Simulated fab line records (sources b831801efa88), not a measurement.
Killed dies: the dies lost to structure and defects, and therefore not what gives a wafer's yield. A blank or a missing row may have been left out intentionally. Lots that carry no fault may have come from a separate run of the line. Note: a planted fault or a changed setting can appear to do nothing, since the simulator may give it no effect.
Matching of chambers -- flow sfq line -- SFQ_TRILAYER_I7_CMP_CMP_184 on cmp-01 has 4 sister chambers
The step polishes SiO2. 18 wafers are shown with their chamber, then 9 later ones without.

== WAFERS WITH THEIR CHAMBER ==
wafer,chamber,motor current A (A),time to endpoint s (s),edge zone pressure frac
L324.2,3,10.4,200,1.003
L324.5,3,9.9,215,1.004
L324.6,0,9.8,217,1.004
L326.3,3,10.1,208,1.008
L326.4,0,8.9,219,0.996
L326.2,2,10.5,225,1.007
L327.2,0,9.0,209,1.007
L327.3,3,10.4,206,1.003
L327.5,2,9.9,229,1.006
L330.1,2,10.4,237,0.995
L330.5,2,10.1,243,0.990
L330.6,1,11.8,226,1.002
L338.2,2,10.1,219,1.000
L338.3,3,10.0,213,0.996
L338.4,1,12.0,220,1.002
L340.1,2,10.3,225,1.003
L340.5,1,12.0,224,0.997
L340.6,0,8.8,224,1.012

SIGNATURES, as means of the wafers listed above
reading,chamber 0,chamber 1,chamber 2,chamber 3,scatter within a chamber
motor current A,9.125,11.933,10.217,10.160,0.282
time to endpoint s,217.25,223.33,229.67,208.40,6.9
edge zone pressure frac,1.00475,1.00033,1.00017,1.00280,0.00564
Rule: a wafer lies at a distance from a chamber equal to the root of the sum of squares, over the readings, of (its reading less the chamber's mean, divided by the reading's scatter). If the next closest chamber is less than 2 further off than the closest, the wafer can't be placed; otherwise it belongs to the closest. How the scatter is found: for the shown wafers, subtract from each reading the mean of its chamber, square and add these, divide the total by (wafers less chambers), then take the root.

== WAFERS MISSING THEIR CHAMBER ==
wafer,motor current A (A),time to endpoint s (s),edge zone pressure frac
L342.1,12.0,212,1.012
L342.2,8.3,208,0.994
L342.6,12.3,217,1.008
L344.1,8.9,208,0.996
L344.2,9.8,208,0.999
L344.3,10.3,217,1.001
L347.1,10.2,217,1.001
L347.4,12.2,210,1.003
L347.5,9.2,212,0.999

== EACH ONE'S CHAMBER ==
wafer,from the rows above,in truth
L342.1,1,1
L342.2,0,0
L342.6,1,1
L344.1,0,0
L344.2,can't be placed: 3 or 0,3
L344.3,can't be placed: 3 or 2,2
L347.1,can't be placed: 3 or 2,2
L347.4,1,1
L347.5,0,0
Correct placement for 6 of the 9. These rows do not allow placing 3 (true chamber among the candidates in 3). Placed wrongly: 0.
